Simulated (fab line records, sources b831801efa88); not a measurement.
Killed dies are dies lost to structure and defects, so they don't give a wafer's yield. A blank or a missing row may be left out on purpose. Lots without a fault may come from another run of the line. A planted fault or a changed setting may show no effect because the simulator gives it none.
fab line records | flow gf180mcu | part 1 of 2: steps 1 to 24 of 37
record lots=5 wafers=15 last_day=33
route steps=602 shown V4@498 MIM@503 M5@526
lots that met no fault: from a run of the same line without faults
start_h: hours from the record's first day to the start of the lot's first wafer shown | wait_h: hours since the lot's step before | " the same as in the row above | L1.1+2: a row that stands for several wafers | - no value, or no start given | * or withheld: withheld | < > ~ a bound
route shown NAME@n: a module of which the file shows steps, and the number in the route of the first | usual: mean/standard deviation of fault-free wafers | same: alike in all rows | chamber/n: place in a boat | sites: the reading at each site | _std_site: their standard deviation | _edge_site: outer sites' mean less inner sites' | radius_mm: how far each site lies from the wafer's centre | mask NAME#n: copy n | behind: the tool/chamber that last shaped the wafer | hold: why the lot was held/for how many hours/how that ended | device: the transistor (n, p or np) that didn't switch | end of line: the same wafers' tests at the end of the route | a step without rows: its recipe alone | killed: dies lost to structure and defects at the first sort, not the wafer's yield | map: a wafer's dies, x killed, . not, _ none there
set.NAME: the setting as run; set.NAME@STEP: as run at that earlier step | model.NAME: the simulator's own value behind a step, which no gauge read
lots at some steps of the route; a table a step, a row a wafer
services: from which hour (start_h, from the record's first day; less than 0 if before it) a tool's chamber was out of use, for how many hours, and why
## steps
# step GF_V4_SPUTTER_22
# recipe material=TiN target_thk_nm=10 chamber_pressure_pa=5 power_w=3932 time_s=40
# usual cathode_dc_power_W=3931.9/0.81 throttle_valve_pct=30.0/0.95
# columns lot.wafer tool chamber start_h wait_h cathode_dc_power_W throttle_valve_pct
L076.1 pvd_sputter-01 - 573.52 0.0 3930.3 29.9
L076.3 " - " " 3933.4 30.4
L076.5 " - " " 3932.2 30.1
L078.1 pvd_sputter-02 - 599.54 0.0 3931.5 29.7
L078.3 " - " " 3931.6 30.2
L078.4 " - " " 3932.0 32.2
L084.1 pvd_sputter-02 - 644.09 0.0 3931.5 29.8
L084.3 " - " " 3932.4 32.2
L084.5 " - " " 3932.0 29.0
L087.1 pvd_sputter-01 - 662.93 0.0 3931.7 30.0
L087.3 " - " " 3932.2 30.3
L087.6 " - " " 3932.1 30.1
L094.2 pvd_sputter-02 - 713.95 0.0 3931.0 28.9
L094.4 " - " " 3932.3 30.2
L094.5 " - " " 3932.7 30.3
# step GF_V4_CVD_23
# recipe material=W target_thk_nm=350 time_s=104.9 temp_c=400 pressure_torr=40
# usual heater_power_w=843/69
# columns lot.wafer tool chamber start_h wait_h heater_power_w
L076.1 cvd_w-01 0 573.56 0.0 839
L076.3 " 0 " " 863
L076.5 " 1 " " 827
L078.1 cvd_w-02 0 599.58 0.0 760
L078.3 " 1 " " 922
L078.4 " 0 " " 750
L084.1 cvd_w-02 0 644.13 0.0 754
L084.3 " 1 " " 922
L084.5 " 1 " " 901
L087.1 cvd_w-01 1 662.97 0.0 832
L087.3 " 1 " " 830
L087.6 " 1 " " 839
L094.2 cvd_w-02 0 713.99 0.0 788
L094.4 " 1 " " 932
L094.5 " 1 " " 919
# step GF_V4_RS_MEAS_24
# recipe thk_meas_gauge=four-point-probe reads=W_of_V4_CVD_23+TiN_of_V4_SPUTTER_22+Ti_of_V4_SPUTTER_21
# usual V4_W_RS=0.332/0.0032
# columns lot.wafer tool chamber start_h wait_h V4_W_RS[ohm/sq]
L076.1 film_metro-01 - 573.68 0.1 0.333
L076.3 " - " " 0.338
L076.5 " - " " 0.332
L078.1 film_metro-01 - 599.70 0.1 0.328
L078.3 " - " " 0.330
L078.4 " - " " 0.327
L084.1 film_metro-04 - 644.24 0.1 0.334
L084.3 " - " " 0.334
L084.5 " - " " 0.337
L087.1 film_metro-04 - 663.08 0.1 0.329
L087.3 " - " " 0.331
L087.6 " - " " 0.328
L094.2 film_metro-02 - 714.12 0.1 0.330
L094.4 " - " " 0.332
L094.5 " - " " 0.333
# step GF_V4_THK_MEAS_25
# recipe thk_meas_gauge=xrf reads=W_of_V4_CVD_23
# usual V4_W_THK=344/3.1
# columns lot.wafer tool chamber start_h wait_h V4_W_THK[nm]
L076.1 film_metro-01 - 573.80 0.1 342
L076.3 " - " " 338
L076.5 " - " " 345
L078.1 film_metro-01 - 599.82 0.1 344
L078.3 " - " " 343
L078.4 " - " " 344
L084.1 film_metro-04 - 644.36 0.1 343
L084.3 " - " " 343
L084.5 " - " " 340
L087.1 film_metro-04 - 663.20 0.1 349
L087.3 " - " " 343
L087.6 " - " " 348
L094.2 film_metro-02 - 714.23 0.1 348
L094.4 " - " " 343
L094.5 " - " " 343
# step GF_V4_CMP_26
# recipe stop_on=SiO2 down_force_psi=3.5 platen_rpm=60 t_overpolish_s=15 target_thk_nm=0 pad_velocity_m_s=0.94248
# usual motor_current_A=10.7/1.3 overpolish_run_s=14.999/0.0086 slurry_flow_ml_min=149.9/0.45 time_to_endpoint_s=86/4.4
# columns lot.wafer tool chamber start_h wait_h motor_current_A overpolish_run_s slurry_flow_ml_min time_to_endpoint_s
L076.3 cmp-01 1 577.46 3.6 8.8 14.998 149.7 78
L076.1 " 2 " " 10.2 15.006 150.3 82
L076.5 " 3 " " 11.0 14.996 149.9 76
L078.1 cmp-01 1 599.93 0.1 9.1 15.000 149.7 83
L078.4 " 2 " " 10.9 14.993 149.9 85
L078.3 " 3 " " 11.0 15.003 149.6 79
L084.1 cmp-02 0 644.63 0.3 9.7 14.989 148.5 83
L084.3 " 2 " " 12.2 15.007 150.4 86
L084.5 " 0 " " 10.1 15.008 148.9 84
L087.1 cmp-01 2 663.31 0.1 10.4 15.012 150.3 86
L087.3 " 0 " " 10.4 14.994 150.5 87
L087.6 " 1 " " 8.6 14.990 150.3 85
L094.4 cmp-01 0 714.28 0.0 10.7 15.004 150.1 92
L094.2 " 2 " " 9.9 15.000 149.4 92
L094.5 " 1 " " 9.2 14.996 149.9 90
# step GF_MIM_SPUTTER_00
# recipe material=Ti target_thk_nm=37.5 arriving_ion_energy_ev=80 substrate_temp_c=200 chamber_pressure_pa=2 power_w=4000 time_s=150
# usual cathode_dc_power_W=4000.0/0.81 throttle_valve_pct=30.0/1.2
# columns lot.wafer tool chamber start_h wait_h cathode_dc_power_W throttle_valve_pct
L076.1 pvd_sputter-01 - 577.66 0.1 4000.6 29.9
L076.3 " - " " 4000.7 30.1
L076.5 " - " " 4000.1 30.4
L078.1 pvd_sputter-02 - 600.18 0.2 3998.0 32.2
L078.3 " - " " 4000.2 28.8
L078.4 " - " " 3999.3 30.1
L084.1 pvd_sputter-01 - 644.93 0.2 3999.4 30.1
L084.3 " - " " 4000.2 30.7
L084.5 " - " " 4000.0 30.3
L087.1 pvd_sputter-03 - 663.56 0.2 3999.7 29.7
L087.3 " - " " 3999.3 29.2
L087.6 " - " " 4001.5 30.8
L094.2 pvd_sputter-02 - 714.58 0.1 3999.3 30.1
L094.4 " - " " 3999.4 28.9
L094.5 " - " " 4000.1 30.1
# step GF_MIM_SPUTTER_01
# recipe material=TiN target_thk_nm=30 power_w=6500 time_s=25 chamber_pressure_pa=0.4
# usual cathode_dc_power_W=6500.0/1.2 throttle_valve_pct=30.0/1.2
# columns lot.wafer tool chamber start_h wait_h cathode_dc_power_W throttle_valve_pct
L076.1 pvd_sputter-01 - 577.76 0.1 6497.4 29.9
L076.3 " - " " 6501.4 30.2
L076.5 " - " " 6501.5 30.5
L078.1 pvd_sputter-02 - 600.28 0.1 6501.9 32.6
L078.3 " - " " 6499.9 28.9
L078.4 " - " " 6500.8 30.1
L084.1 pvd_sputter-01 - 645.03 0.1 6500.4 30.2
L084.3 " - " " 6498.9 30.7
L084.5 " - " " 6499.2 30.4
L087.1 pvd_sputter-03 - 663.66 0.1 6499.0 29.5
L087.3 " - " " 6499.8 29.1
L087.6 " - " " 6500.7 31.3
L094.2 pvd_sputter-02 - 714.68 0.1 6499.7 30.3
L094.4 " - " " 6500.0 28.9
L094.5 " - " " 6499.0 30.2
# step GF_MIM_SPUTTER_02
# recipe material=AlCu target_thk_nm=450 power_w=10600 time_s=23.9 chamber_pressure_pa=0.4
# usual cathode_dc_power_W=10600/2 throttle_valve_pct=30.0/1.2
# columns lot.wafer tool chamber start_h wait_h cathode_dc_power_W throttle_valve_pct
L076.1 pvd_sputter-01 - 577.79 0.0 10601 30.0
L076.3 " - " " 10599 30.0
L076.5 " - " " 10601 30.6
L078.1 pvd_sputter-02 - 600.31 0.0 10600 32.1
L078.3 " - " " 10601 28.7
L078.4 " - " " 10598 30.0
L084.1 pvd_sputter-01 - 645.06 0.0 10599 30.2
L084.3 " - " " 10601 30.5
L084.5 " - " " 10597 30.3
L087.1 pvd_sputter-03 - 663.69 0.0 10597 29.6
L087.3 " - " " 10602 29.1
L087.6 " - " " 10598 31.2
L094.2 pvd_sputter-02 - 714.71 0.0 10598 30.1
L094.4 " - " " 10598 28.9
L094.5 " - " " 10597 30.3
# step GF_MIM_SPUTTER_03
# recipe material=Ti target_thk_nm=10 substrate_temp_c=300 chamber_pressure_pa=0.3 power_w=3000 time_s=6.7
# usual cathode_dc_power_W=3000.1/0.52 throttle_valve_pct=30.0/1.2
# columns lot.wafer tool chamber start_h wait_h cathode_dc_power_W throttle_valve_pct
L076.1 pvd_sputter-01 - 577.82 0.0 2999.7 29.5
L076.3 " - " " 3000.2 30.0
L076.5 " - " " 3000.0 30.4
L078.1 pvd_sputter-02 - 600.34 0.0 3000.4 32.1
L078.3 " - " " 2999.2 29.0
L078.4 " - " " 3000.1 30.0
L084.1 pvd_sputter-01 - 645.09 0.0 2999.6 30.2
L084.3 " - " " 3000.4 30.4
L084.5 " - " " 3000.7 30.2
L087.1 pvd_sputter-03 - 663.72 0.0 2999.9 29.4
L087.3 " - " " 3001.0 29.4
L087.6 " - " " 2998.9 30.9
L094.2 pvd_sputter-02 - 714.74 0.0 2999.7 29.9
L094.4 " - " " 3000.7 28.8
L094.5 " - " " 2999.6 30.1
# step GF_MIM_SPUTTER_04
# recipe material=TiN target_thk_nm=50 power_w=6500 time_s=41.7 chamber_pressure_pa=0.4
# usual cathode_dc_power_W=6500.1/1.1 throttle_valve_pct=30.0/1.2
# columns lot.wafer tool chamber start_h wait_h cathode_dc_power_W throttle_valve_pct
L076.1 pvd_sputter-01 - 577.84 0.0 6499.6 29.9
L076.3 " - " " 6502.2 30.2
L076.5 " - " " 6498.6 30.3
L078.1 pvd_sputter-02 - 600.36 0.0 6501.6 32.4
L078.3 " - " " 6498.9 29.0
L078.4 " - " " 6499.5 30.0
L084.1 pvd_sputter-01 - 645.11 0.0 6499.0 30.0
L084.3 " - " " 6499.5 30.6
L084.5 " - " " 6498.5 30.2
L087.1 pvd_sputter-03 - 663.74 0.0 6499.2 29.5
L087.3 " - " " 6499.2 29.2
L087.6 " - " " 6499.2 30.7
L094.2 pvd_sputter-02 - 714.76 0.0 6500.1 30.2
L094.4 " - " " 6499.6 28.8
L094.5 " - " " 6501.6 30.2
# step GF_MIM_CVD_05
# recipe material=Si3N4 target_thk_nm=42 temp_max_c=400 temp_c=385 time_s=29.086 rf_w=450
# usual heater_power_w=649/120 rf_fwd_power_W=443.8/2 temp_max_c=399.98/0.24
# columns lot.wafer tool chamber start_h wait_h heater_power_w rf_fwd_power_W temp_max_c
L076.1 pecvd-04 1 577.88 0.0 644 445.0 400.02
L076.3 " 0 " " 570 445.2 400.09
L076.5 " 0 " " 567 445.3 399.83
L078.1 pecvd-01 1 600.40 0.0 508 444.4 400.05
L078.3 " 1 " " 526 443.7 399.99
L078.4 " 2 " " 582 443.2 400.11
L084.1 pecvd-01 0 645.15 0.0 777 440.7 400.05
L084.3 " 1 " " 612 443.5 399.66
L084.5 " 0 " " 796 439.0 400.28
L087.1 pecvd-03 2 663.78 0.0 616 440.8 399.79
L087.3 " 1 " " 494 444.8 399.76
L087.6 " 2 " " 621 441.4 399.61
L094.2 pecvd-01 0 714.80 0.0 970 442.6 400.15
L094.4 " 2 " " 667 444.7 399.61
L094.5 " 0 " " 992 444.8 400.25
# step GF_MIM_THK_MEAS_06
# recipe reads=Si3N4_of_MIM_CVD_05
# usual MIM_CVD_05_THK=42.1/0.59
# columns lot.wafer tool chamber start_h wait_h MIM_CVD_05_THK[nm]
L076.1 film_metro-02 - 577.91 0.0 40.2
L076.3 " - " " 42.2
L076.5 " - " " 42.8
L078.1 film_metro-04 - 600.44 0.0 41.1
L078.3 " - " " 41.9
L078.4 " - " " 42.5
L084.1 film_metro-04 - 645.18 0.0 41.2
L084.3 " - " " 41.4
L084.5 " - " " 41.8
L087.1 film_metro-03 - 663.82 0.0 42.7
L087.3 " - " " 42.3
L087.6 " - " " 42.5
L094.2 film_metro-03 - 714.85 0.0 42.2
L094.4 " - " " 43.2
L094.5 " - " " 42.7
# step GF_MIM_SPUTTER_07
# recipe material=TiN target_thk_nm=60 power_w=6500 time_s=50 chamber_pressure_pa=0.4
# usual cathode_dc_power_W=6500.0/1.2 throttle_valve_pct=29.9/0.92
# columns lot.wafer tool chamber start_h wait_h cathode_dc_power_W throttle_valve_pct
L076.1 pvd_sputter-02 - 577.97 0.1 6500.2 28.6
L076.3 " - " " 6499.6 30.0
L076.5 " - " " 6499.9 32.6
L078.1 pvd_sputter-01 - 600.50 0.1 6501.8 29.9
L078.3 " - " " 6499.0 30.2
L078.4 " - " " 6500.6 30.1
L084.1 pvd_sputter-02 - 645.24 0.1 6499.9 29.7
L084.3 " - " " 6498.6 29.0
L084.5 " - " " 6500.8 28.7
L087.1 pvd_sputter-02 - 663.88 0.1 6498.4 29.0
L087.3 " - " " 6500.6 29.9
L087.6 " - " " 6500.2 30.1
L094.2 pvd_sputter-03 - 714.90 0.0 6499.9 31.2
L094.4 " - " " 6501.3 29.2
L094.5 " - " " 6501.9 29.0
# step GF_MIM_SPUTTER_08
# recipe material=AlCu target_thk_nm=200 power_w=10600 time_s=10.6 chamber_pressure_pa=0.4
# usual cathode_dc_power_W=10600/2 throttle_valve_pct=29.9/0.92
# columns lot.wafer tool chamber start_h wait_h cathode_dc_power_W throttle_valve_pct
L076.1 pvd_sputter-02 - 578.01 0.0 10602 28.9
L076.3 " - " " 10597 30.3
L076.5 " - " " 10602 32.4
L078.1 pvd_sputter-01 - 600.55 0.0 10600 30.2
L078.3 " - " " 10604 30.1
L078.4 " - " " 10601 30.1
L084.1 pvd_sputter-02 - 645.29 0.0 10599 30.0
L084.3 " - " " 10600 28.8
L084.5 " - " " 10597 29.1
L087.1 pvd_sputter-02 - 663.92 0.0 10600 29.1
L087.3 " - " " 10598 29.9
L087.6 " - " " 10598 30.1
L094.2 pvd_sputter-03 - 714.94 0.0 10602 30.9
L094.4 " - " " 10600 29.0
L094.5 " - " " 10599 28.9
# step GF_MIM_SPUTTER_09
# recipe material=TiN target_thk_nm=35 power_w=6500 time_s=29.2 chamber_pressure_pa=0.4
# usual cathode_dc_power_W=6499.9/1.2 throttle_valve_pct=29.9/0.93
# columns lot.wafer tool chamber start_h wait_h cathode_dc_power_W throttle_valve_pct
L076.1 pvd_sputter-02 - 578.04 0.0 6502.1 29.0
L076.3 " - " " 6498.0 30.4
L076.5 " - " " 6502.0 32.5
L078.1 pvd_sputter-01 - 600.57 0.0 6501.4 30.0
L078.3 " - " " 6499.6 30.4
L078.4 " - " " 6499.9 30.2
L084.1 pvd_sputter-02 - 645.31 0.0 6500.1 29.9
L084.3 " - " " 6498.9 28.7
L084.5 " - " " 6498.8 28.7
L087.1 pvd_sputter-02 - 663.94 0.0 6499.0 28.9
L087.3 " - " " 6500.8 30.1
L087.6 " - " " 6498.6 30.2
L094.2 pvd_sputter-03 - 714.96 0.0 6497.8 31.1
L094.4 " - " " 6500.3 29.1
L094.5 " - " " 6499.4 29.0
# step GF_MIM_RS_MEAS_10
# recipe thk_meas_gauge=four-point-probe reads=TiN_of_MIM_SPUTTER_09+AlCu_of_MIM_SPUTTER_08+TiN_of_MIM_SPUTTER_07
# usual MIM_ALCU_RS=0.1578/0.0018
# columns lot.wafer tool chamber start_h wait_h MIM_ALCU_RS[ohm/sq]
L076.1 film_metro-02 - 578.07 0.0 0.1597
L076.3 " - " " 0.1587
L076.5 " - " " 0.1603
L078.1 film_metro-04 - 600.60 0.0 0.1598
L078.3 " - " " 0.1576
L078.4 " - " " 0.1565
L084.1 film_metro-03 - 645.34 0.0 0.1593
L084.3 " - " " 0.1583
L084.5 " - " " 0.1587
L087.1 film_metro-03 - 663.98 0.0 0.1578
L087.3 " - " " 0.1597
L087.6 " - " " 0.1555
L094.2 film_metro-04 - 715.02 0.0 0.1566
L094.4 " - " " 0.1586
L094.5 " - " " 0.1588
# step GF_MIM_THK_MEAS_11
# recipe thk_meas_gauge=xrf reads=AlCu_of_MIM_SPUTTER_08
# usual MIM_ALCU_THK=206.2/2.6
# columns lot.wafer tool chamber start_h wait_h MIM_ALCU_THK[nm]
L076.1 film_metro-02 - 578.19 0.1 204.0
L076.3 " - " " 206.0
L076.5 " - " " 204.1
L078.1 film_metro-04 - 600.72 0.1 203.5
L078.3 " - " " 206.8
L078.4 " - " " 206.9
L084.1 film_metro-03 - 645.46 0.1 205.3
L084.3 " - " " 206.3
L084.5 " - " " 205.2
L087.1 film_metro-03 - 664.10 0.1 207.4
L087.3 " - " " 204.9
L087.6 " - " " 209.7
L094.2 film_metro-04 - 715.13 0.1 208.0
L094.4 " - " " 205.2
L094.5 " - " " 204.8
# step GF_MIM_DEHYDRATE_12
# recipe temp_c=200 time_s=60
# columns lot.wafer tool chamber start_h wait_h
L076.1+3+5 litho_track-03 0 587.51 9.3
L078.1+3+4 litho_track-01 0 610.55 9.8
L084.1+3+5 litho_track-03 0 654.26 8.8
L087.1+3+6 litho_track-01 0 673.30 9.2
L094.2+4+5 litho_track-01 0 722.77 7.6
# step GF_MIM_HMDS_13
# recipe prime_time_s=60 prime_temp_c=120
# columns lot.wafer tool chamber start_h wait_h
L076.1+3+5 litho_track-03 0 587.66 0.1
L078.1+3+4 litho_track-01 0 610.70 0.1
L084.1+3+5 litho_track-03 0 654.41 0.1
L087.1+3+6 litho_track-01 0 673.45 0.1
L094.2+4+5 litho_track-01 0 722.92 0.1
# step GF_MIM_COAT_14
# recipe resist=NOVOLAK spin_rpm=3000 resist_thk_nm=1000
# usual dispense_pressure_kPa=48/7.5
# columns lot.wafer tool chamber start_h wait_h dispense_pressure_kPa
L076.1 litho_track-03 0 587.81 0.1 41
L076.3 " 0 " " 41
L076.5 " 0 " " 41
L078.1 litho_track-01 0 610.85 0.1 56
L078.3 " 0 " " 56
L078.4 " 0 " " 56
L084.1 litho_track-03 0 654.56 0.1 41
L084.3 " 0 " " 41
L084.5 " 0 " " 41
L087.1 litho_track-01 0 673.60 0.1 56
L087.3 " 0 " " 56
L087.6 " 0 " " 56
L094.2 litho_track-01 0 723.07 0.1 56
L094.4 " 0 " " 57
L094.5 " 0 " " 56
# step GF_MIM_SOFTBAKE_15
# recipe temp_c=90 time_s=60 resist=NOVOLAK
# columns lot.wafer tool chamber start_h wait_h
L076.1+3+5 litho_track-03 0 587.96 0.1
L078.1+3+4 litho_track-01 0 611.00 0.1
L084.1+3+5 litho_track-03 0 654.71 0.1
L087.1+3+6 litho_track-01 0 673.75 0.1
L094.2+4+5 litho_track-01 0 723.22 0.1
# step GF_MIM_EXPOSE_16
# recipe mask_id=FuseTop target_cd_nm=2000 na=0.6 source_shape=conventional sigma_outer=0.6 dose_mj=140
# usual reticle_temp_C=23.02/0.12
# columns lot.wafer tool chamber start_h wait_h mask reticle_temp_C
L076.1 iline_stepper-01 0 - - FuseTop#0 23.11
L076.3 " 0 " " FuseTop#0 23.25
L076.5 " 0 " " FuseTop#0 23.05
L078.1 iline_stepper-01 0 - - FuseTop#0 22.83
L078.3 " 0 " " FuseTop#0 22.91
L078.4 " 0 " " FuseTop#0 23.00
L084.1 iline_stepper-02 0 - - FuseTop#0 23.02
L084.3 " 0 " " FuseTop#0 22.90
L084.5 " 0 " " FuseTop#0 23.06
L087.1 iline_stepper-01 0 - - FuseTop#0 23.05
L087.3 " 0 " " FuseTop#0 23.08
L087.6 " 0 " " FuseTop#0 23.09
L094.2 iline_stepper-02 0 - - FuseTop#0 23.01
L094.4 " 0 " " FuseTop#0 22.92
L094.5 " 0 " " FuseTop#0 23.04
# step GF_MIM_PEB_17
# recipe temp_c=withheld time_s=* resist=NOVOLAK
# columns lot.wafer tool chamber start_h wait_h
L076.1+3+5 litho_track-01 0 - -
L078.1+3+4 litho_track-04 0 - -
L084.1+3+5 litho_track-03 0 - -
L087.1+3+6 litho_track-01 0 - -
L094.2+4+5 litho_track-03 0 - -
# step GF_MIM_DEVELOP_18
# recipe develop_time_s=60 dev_temp_c=23
# same develop_time_s=60
# columns lot.wafer tool chamber start_h wait_h
L076.1+3+5 litho_track-01 0 598.45 0.1
L078.1+3+4 litho_track-04 0 621.72 0.1
L084.1+3+5 litho_track-03 0 664.51 0.1
L087.1+3+6 litho_track-01 0 682.65 0.1
L094.2+4+5 litho_track-03 0 731.64 0.1
